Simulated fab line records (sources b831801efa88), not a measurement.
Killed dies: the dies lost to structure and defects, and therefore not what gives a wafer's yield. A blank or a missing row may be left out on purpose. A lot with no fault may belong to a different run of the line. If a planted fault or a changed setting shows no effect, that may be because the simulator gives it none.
One fault through the eyes of 2 desks | flow gf180mcu | every desk sees just its own numbers, and what lay behind them comes last

== THE METROLOGY DESK ==
Lot by lot, what the gauges showed, no matter which tool ran the lot: averages of those sampled wafers that carry a number. Marked OUT: a lot whose mean sits more than 4 standard deviations from the usual mean, which makes it out of limits; the brackets give that distance.
Columns: A = cd-nm at GF_NSD_CD_MEAS_07, usual 399.4 nm; B = NSD_RS at GF_PSD_RS_MEAS_14, usual 46.18 ohm/sq; C = PSD_RS at GF_PSD_RS_MEAS_15, usual 108.7 ohm/sq; D = cd-nm at GF_SAB_CD_MEAS_09, usual 420.4 nm
lot  | first seen here | A     | B                | C                | D
L132 | day 13 05:44    | 400.5 | 46.18            | 108.4            | 423.4
L133 | day 13 14:46    | 402.1 | 46.24            | 109.0            | 420.2
L134 | day 14 04:17    | 395.8 | 46.27            | 108.6            | 418.7
L138 | day 15 11:17    | 399.2 | 46.18            | 108.8            | 418.0
L139 | day 16 01:52    | 396.9 | 45.55 (-7.7) OUT | 106.8 (-6.3) OUT | 420.9
L140 | day 16 17:56    | 398.1 | 45.48 (-8.5) OUT | 106.7 (-6.7) OUT | 423.3
L145 | day 18 11:05    | 397.3 | 46.27            | 109.4            | 421.5
L146 | day 19 07:23    | 399.5 | 46.12            | 108.6            | 420.7
L148 | day 20 01:20    | 399.0 | 46.14            | 108.5            | 420.8
L150 | day 20 08:26    | 400.2 | 46.12            | 108.6            | 419.1
L153 | day 20 22:14    | 402.4 | 46.23            | 108.8            | 420.3
L152 | day 21 00:07    | 404.3 | 46.16            | 108.7            | 420.3
L154 | day 21 14:55    | 402.9 | 46.03            | 108.0            | 418.2
This desk finds L139, L140 out of limits, with the earliest case on L139 at day 17 01:04 (NSD_RS at GF_PSD_RS_MEAS_14). L132, L133, L134, L138, L145, L146, L148, L150, L153, L152, L154: within limits.

== FOR THE TOOL OWNER'S DESK: rtp-anneal-02 ==
The tool's own readings at GF_PSD_RTA_13 (time 20 s): means of the sampled wafers that have a number, for each lot that ran on this tool. Marked OUT: a lot whose mean sits more than 4 standard deviations from the usual mean, which makes it out of limits; the brackets give that distance.
Columns: A = lamp-power-pct at GF_PSD_RTA_13, usual 33.4 %; B = run-length-s at GF_PSD_RTA_13, usual 49.03 s; C = wafer_temp_C_max at GF_PSD_RTA_13, usual 1028.1
lot  | first seen here | A    | B               | C
L132 | day 14 02:05    | 31.3 | 49.09           | 1028.3
L134 | day 15 01:49    | 31.3 | 49.17           | 1028.2
L139 | day 17 00:59    | 31.3 | 51.93 (+13) OUT | 1028.2
L140 | day 17 17:32    | 31.3 | 52.08 (+14) OUT | 1028.5
L146 | day 20 08:18    | 31.3 | 49.14           | 1029.0
L148 | day 21 01:54    | 31.3 | 49.02           | 1028.4
L150 | day 21 09:03    | 31.3 | 49.19           | 1028.8
L153 | day 21 22:05    | 31.3 | 49.15           | 1028.4
L152 | day 22 00:34    | 31.3 | 49.05           | 1028.7
L154 | day 22 15:10    | 31.3 | 49.03           | 1028.4
This desk finds L139, L140 out of limits, L139 being first, at day 17 00:59 (run-length-s at GF_PSD_RTA_13). L132, L134, L146, L148, L150, L153, L152, L154: within limits.

== PUT TOGETHER ==
The tool owner's desk could have raised an alarm at day 17 00:59, on L139, L140.
At day 17 01:04 the metrology desk could have sounded an alarm, on L139, L140.
All the named lots went through GF_PSD_RTA_13 on rtp-anneal-02.

== WHAT THE SIMULATOR HAD PUT IN ==
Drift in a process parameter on rtp-anneal-02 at GF_PSD_RTA_13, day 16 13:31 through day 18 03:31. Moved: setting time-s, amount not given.
Lots struck among those shown: L139, L140.
Fault start to first reading out of limits, in hours, per desk: tool owner, 11; metrology, 12.
